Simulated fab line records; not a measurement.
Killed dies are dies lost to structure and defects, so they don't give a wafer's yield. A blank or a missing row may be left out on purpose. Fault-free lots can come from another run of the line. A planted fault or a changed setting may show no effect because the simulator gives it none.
fab line records    flow gf180mcu
[record] lots = 13  wafers = 39  last-day = 34
route steps=602 shown V1@356 V2@383 M4@460
lots that met no fault: from a run of the same line without faults
start-h: the number of hours between the record's first day and the start of the first shown wafer of the lot    wait-h: time in hours since the lot's previous step    " unchanged from the row above    L1.1+2: one row covering several wafers at once    - either no value or no given start    * or withheld: withheld    < > ~ a bound
route shown NAME@n: a module of which the file shows steps, and the number in the route of the first    usual: mean/standard deviation taken from wafers without a fault    same: alike in all rows    chamber/n: place in a boat    sites: each site's reading    _std_site: the values' standard deviation    _edge_site: inner sites' mean taken away from outer sites' mean    radius-mm: how far each site lies from the wafer's centre    mask NAME#n: copy n    behind: the last tool/chamber to shape the wafer    hold: what put the lot on hold/how long, in hours/how the hold closed    device: which transistor (n, p or np) failed to switch    end of line: the same wafers' tests at the end of the route    step lacking rows: just its recipe    killed: the dies lost at the first sort to structure and to defects; this is not the yield of the wafer    map: a wafer's dies, x killed, . not, _ none there
set.NAME: the setting the step ran with; set.NAME@STEP: the setting that earlier step ran with    model.NAME: the simulator's own value behind a step, which no gauge read
the route's steps for a sample of lots (tables are steps, rows are wafers)
services: from which hour (start-h, from the record's first day; less than 0 if before it) a tool's chamber was out of use, for how many hours, and why
[[steps]]
[step GF_V1_SPUTTER_21]
[recipe] material = Ti  target-thk-nm = 15  chamber-pressure-pa = 5  power-w = 2500  substrate-temp-c = 200  time-s = 80.02
[usual] cathode-dc-power-W = 2500.0/0.44  throttle-valve-pct = 29.7/0.99
lot.wafer  tool            chamber  start-h  wait-h  cathode-dc-power-W  throttle-valve-pct
L181.2     pvd-sputter-01  -        409.48   0.0     2499.6              31.4
L181.3     "               -        "        "       2499.8              30.2
L181.5     "               -        "        "       2499.7              29.2
L182.1     pvd-sputter-03  -        420.71   0.0     2499.9              29.7
L182.2     "               -        "        "       2500.2              31.3
L182.4     "               -        "        "       2500.5              27.4
L186.1     pvd-sputter-01  -        458.21   0.0     2501.1              29.3
L186.4     "               -        "        "       2499.7              29.9
L186.6     "               -        "        "       2500.0              30.0
L191.2     pvd-sputter-03  -        512.88   0.0     2499.6              30.2
L191.4     "               -        "        "       2499.6              31.8
L191.6     "               -        "        "       2500.5              31.9
L193.1     pvd-sputter-02  -        525.13   0.0     2500.4              30.1
L193.4     "               -        "        "       2500.8              28.5
L193.6     "               -        "        "       2499.5              30.2
L192.2     pvd-sputter-01  -        525.57   0.0     2499.7              29.4
L192.3     "               -        "        "       2500.5              29.7
L192.6     "               -        "        "       2500.6              29.4
L195.1     pvd-sputter-01  -        543.06   0.0     2500.3              31.4
L195.2     "               -        "        "       2500.0              30.2
L195.3     "               -        "        "       2500.9              29.5
L197.1     pvd-sputter-02  -        553.00   0.0     2499.5              28.5
L197.2     "               -        "        "       2500.2              28.9
L197.3     "               -        "        "       2499.4              30.1
L196.2     pvd-sputter-01  -        554.93   0.0     2499.8              29.6
L196.3     "               -        "        "       2500.2              29.6
L196.6     "               -        "        "       2500.2              29.2
L199.2     pvd-sputter-02  -        568.26   0.0     2499.9              29.8
L199.5     "               -        "        "       2499.8              30.2
L199.6     "               -        "        "       2500.1              28.6
L201.2     pvd-sputter-03  -        585.94   0.0     2500.3              27.7
L201.3     "               -        "        "       2500.2              29.6
L201.6     "               -        "        "       2500.5              30.0
L202.1     pvd-sputter-02  -        590.96   0.0     2500.4              30.3
L202.2     "               -        "        "       2499.7              28.5
L202.5     "               -        "        "       2500.0              28.4
L204.1     pvd-sputter-03  -        606.75   0.0     2499.7              29.5
L204.3     "               -        "        "       2501.0              28.0
L204.4     "               -        "        "       2500.6              29.9
[step GF_V2_THK_MEAS_01]
[recipe] reads = SiO2_of_V2_CVD_00
[usual] V2_CVD_00_THK = 599/6.4
lot.wafer  tool           chamber  start-h  wait-h  V2_CVD_00_THK[nm]
L181.2     film-metro-03  -        435.71   0.0     594
L181.3     "              -        "        "       592
L181.5     "              -        "        "       603
L182.1     film-metro-02  -        447.70   0.0     594
L182.2     "              -        "        "       601
L182.4     "              -        "        "       599
L186.1     film-metro-02  -        483.95   0.0     601
L186.4     "              -        "        "       599
L186.6     "              -        "        "       599
L191.2     film-metro-02  -        537.13   0.0     595
L191.4     "              -        "        "       594
L191.6     "              -        "        "       603
L193.1     film-metro-02  -        549.93   0.0     593
L193.4     "              -        "        "       599
L193.6     "              -        "        "       599
L192.2     film-metro-03  -        550.07   0.0     608
L192.3     "              -        "        "       605
L192.6     "              -        "        "       599
L195.1     film-metro-01  -        566.86   0.0     607
L195.2     "              -        "        "       595
L195.3     "              -        "        "       597
L197.1     film-metro-02  -        576.62   0.0     602
L197.2     "              -        "        "       598
L197.3     "              -        "        "       604
L196.2     film-metro-02  -        578.99   0.0     607
L196.3     "              -        "        "       597
L196.6     "              -        "        "       597
L199.2     film-metro-02  -        591.46   0.0     601
L199.5     "              -        "        "       607
L199.6     "              -        "        "       598
L201.2     film-metro-03  -        608.71   0.0     590
L201.3     "              -        "        "       601
L201.6     "              -        "        "       602
L202.1     film-metro-01  -        613.23   0.0     601
L202.2     "              -        "        "       588
L202.5     "              -        "        "       600
L204.1     film-metro-01  -        628.80   0.0     590
L204.3     "              -        "        "       595
L204.4     "              -        "        "       584
[step GF_V2_THK_MEAS_25]
[recipe] thk-meas-gauge = xrf  reads = W_of_V2_CVD_23
[usual] V2_W_THK = 362/7.8
lot.wafer  tool           chamber  start-h  wait-h  V2_W_THK[nm]
L181.2     film-metro-03  -        462.21   0.1     370
L181.3     "              -        "        "       371
L181.5     "              -        "        "       369
L182.1     film-metro-03  -        473.11   0.1     376
L182.2     "              -        "        "       375
L182.4     "              -        "        "       375
L186.1     film-metro-03  -        509.04   0.1     368
L186.4     "              -        "        "       367
L186.6     "              -        "        "       367
L191.2     film-metro-01  -        561.43   0.1     372
L191.4     "              -        "        "       368
L191.6     "              -        "        "       364
L193.1     film-metro-01  -        573.17   0.1     365
L193.4     "              -        "        "       361
L193.6     "              -        "        "       370
L192.2     film-metro-02  -        573.67   0.1     351
L192.3     "              -        "        "       362
L192.6     "              -        "        "       358
L195.1     film-metro-02  -        590.23   0.1     361
L195.2     "              -        "        "       350
L195.3     "              -        "        "       360
L197.1     film-metro-02  -        600.01   0.1     363
L197.2     "              -        "        "       372
L197.3     "              -        "        "       369
L196.2     film-metro-01  -        602.21   0.1     350
L196.3     "              -        "        "       357
L196.6     "              -        "        "       355
L199.2     film-metro-01  -        613.88   0.1     349
L199.5     "              -        "        "       358
L199.6     "              -        "        "       354
L201.2     film-metro-01  -        631.55   0.1     357
L201.3     "              -        "        "       349
L201.6     "              -        "        "       352
L202.1     film-metro-03  -        635.67   0.1     364
L202.2     "              -        "        "       368
L202.5     "              -        "        "       365
L204.1     film-metro-03  -        650.46   0.1     357
L204.3     "              -        "        "       364
L204.4     "              -        "        "       361
[step GF_M4_SPUTTER_04]
[recipe] material = TiN  target-thk-nm = 50  power-w = 6500  time-s = 41.7  chamber-pressure-pa = 0.4
[usual] cathode-dc-power-W = 6500.0/1.1  throttle-valve-pct = 29.8/0.82
lot.wafer  tool            chamber  start-h  wait-h  cathode-dc-power-W  throttle-valve-pct
L181.2     pvd-sputter-04  -        513.61   0.0     6501.6              29.8
L181.3     "               -        "        "       6499.4              29.5
L181.5     "               -        "        "       6499.8              30.1
L182.1     pvd-sputter-04  -        524.06   0.0     6500.3              29.4
L182.2     "               -        "        "       6500.8              29.3
L182.4     "               -        "        "       6499.7              29.8
L186.1     pvd-sputter-01  -        557.42   0.0     6499.3              31.1
L186.4     "               -        "        "       6501.8              29.0
L186.6     "               -        "        "       6499.0              29.9
L191.2     pvd-sputter-01  -        607.87   0.0     6292.5              29.5
L191.4     "               -        "        "       6294.3              29.2
L191.6     "               -        "        "       6293.2              29.8
L193.1     pvd-sputter-04  -        618.98   0.0     6499.6              29.4
L193.4     "               -        "        "       6497.7              29.5
L193.6     "               -        "        "       6500.7              29.2
L192.2     pvd-sputter-01  -        619.74   0.0     6293.6              29.7
L192.3     "               -        "        "       6293.7              31.2
L192.6     "               -        "        "       6293.2              29.2
L195.1     pvd-sputter-03  -        635.10   0.0     6498.7              27.9
L195.2     "               -        "        "       6500.3              29.6
L195.3     "               -        "        "       6498.8              29.7
L197.1     pvd-sputter-04  -        644.45   0.0     6500.3              30.0
L197.2     "               -        "        "       6500.7              29.4
L197.3     "               -        "        "       6499.4              29.5
L196.2     pvd-sputter-03  -        646.03   0.0     6499.1              29.6
L196.3     "               -        "        "       6499.3              29.8
L196.6     "               -        "        "       6499.7              29.4
L199.2     pvd-sputter-04  -        658.96   0.0     6499.4              29.6
L199.5     "               -        "        "       6499.9              29.9
L199.6     "               -        "        "       6501.6              29.6
L201.2     pvd-sputter-04  -        674.11   0.0     6499.4              29.3
L201.3     "               -        "        "       6500.6              29.5
L201.6     "               -        "        "       6499.8              29.6
L202.1     pvd-sputter-04  -        678.39   0.0     6502.5              29.7
L202.2     "               -        "        "       6500.2              29.3
L202.5     "               -        "        "       6499.5              29.4
L204.1     pvd-sputter-01  -        691.72   0.0     6500.6              29.3
L204.3     "               -        "        "       6500.9              29.9
L204.4     "               -        "        "       6500.5              31.2
[[services]]
tool            chamber  start-h  hours  kind
pvd-sputter-04  -        431.04   2.3    repair
pvd-sputter-03  -        441.83   1.1    repair
pvd-sputter-03  -        449.55   2.8    repair
pvd-sputter-02  -        511.30   9.1    repair
pvd-sputter-02  -        544.63   6.2    repair
pvd-sputter-04  -        580.40   10.1   repair
pvd-sputter-03  -        597.72   4.0    repair
pvd-sputter-03  -        627.47   0.6    repair
pvd-sputter-02  -        648.32   4.0    repair
pvd-sputter-04  -        653.52   4.0    repair
pvd-sputter-01  -        656.43   1.3    repair
[[key]]
[first-sign] step = GF_M4_SPUTTER_04  reading = cathode-dc-power-W  direction = down  sigmas = 99+  usual = 6500.0  struck = 6293.4
effect none on later readings
met-at GF_M4_SPUTTER_04
struck-lots L191,L192
not-acting-at GF_V1_SPUTTER_21,GF_V2_THK_MEAS_01,GF_V2_THK_MEAS_25
onset-between 557.42 607.87
[fault] kind = process-parameter-drift  tool = pvd-sputter-01  chamber = -  onset-h = 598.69  steps = GF_M4_SPUTTER_04  channel = power-w  offset = -206.92  shape = step  end-h = 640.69  acts-in = these-recipes-only  stated = 6500
